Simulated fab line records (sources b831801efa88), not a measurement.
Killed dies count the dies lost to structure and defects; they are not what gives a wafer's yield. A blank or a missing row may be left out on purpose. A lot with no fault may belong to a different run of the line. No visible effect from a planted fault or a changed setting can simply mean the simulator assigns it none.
Which tool is to blame? | flow gf180mcu | 12 lots, 36 wafers sampled, at 1 step of a route of 602

## WHAT THE GAUGES SHOWED, per wafer
GF_POLY_GATE_OVL_MEAS_11.
lot  | measured     | on         | POLY_GATE_OVL (nm)
L075 | day 9 09:49  | overlay-01 | 0 -4 -6
L077 | day 9 20:29  | overlay-02 | 2 4 -3
L079 | day 10 14:20 | overlay-01 | 4 12 8
L081 | day 11 10:50 | overlay-02 | 7 3 -1
L083 | day 11 23:23 | overlay-01 | -7 -5 -4
L085 | day 12 20:43 | overlay-01 | 2 -1 -1
L087 | day 13 14:20 | overlay-02 | 2 0 5
L090 | day 14 01:23 | overlay-02 | 11 1 0
L091 | day 14 08:47 | overlay-02 | -1 -2 -1
L093 | day 14 23:55 | overlay-02 | 0 5 6
L095 | day 15 09:25 | overlay-02 | -4 -3 7
L097 | day 16 04:44 | overlay-02 | -6 3 2

## EACH LOT AND THE TOOL THAT RAN IT (in order: tool; ch and the chambers of the sampled wafers; start)
The record shows no process step preceding these readings.

## THE ANSWER, worked out from the rows above alone
Rule: the usual values come from the lots themselves. The widest of any qualifying gaps counts: lots, ordered by their means at a reading, are off when they make up no more than a third of the lots, leave a main group of 4 or more, and stand apart from it by 3 or more times the standard deviation of that group's means. If all means in a main group match to the digits the tables above print for the reading, that group is not used. A lot without any number at a reading at which 4 lots or more have one is off too. Where the step has rows for the other lots, those lots are counted as sound.
No lot is off at any reading shown: from this, nothing can be told.

## WHAT HAD BEEN PUT IN BY THE SIMULATOR
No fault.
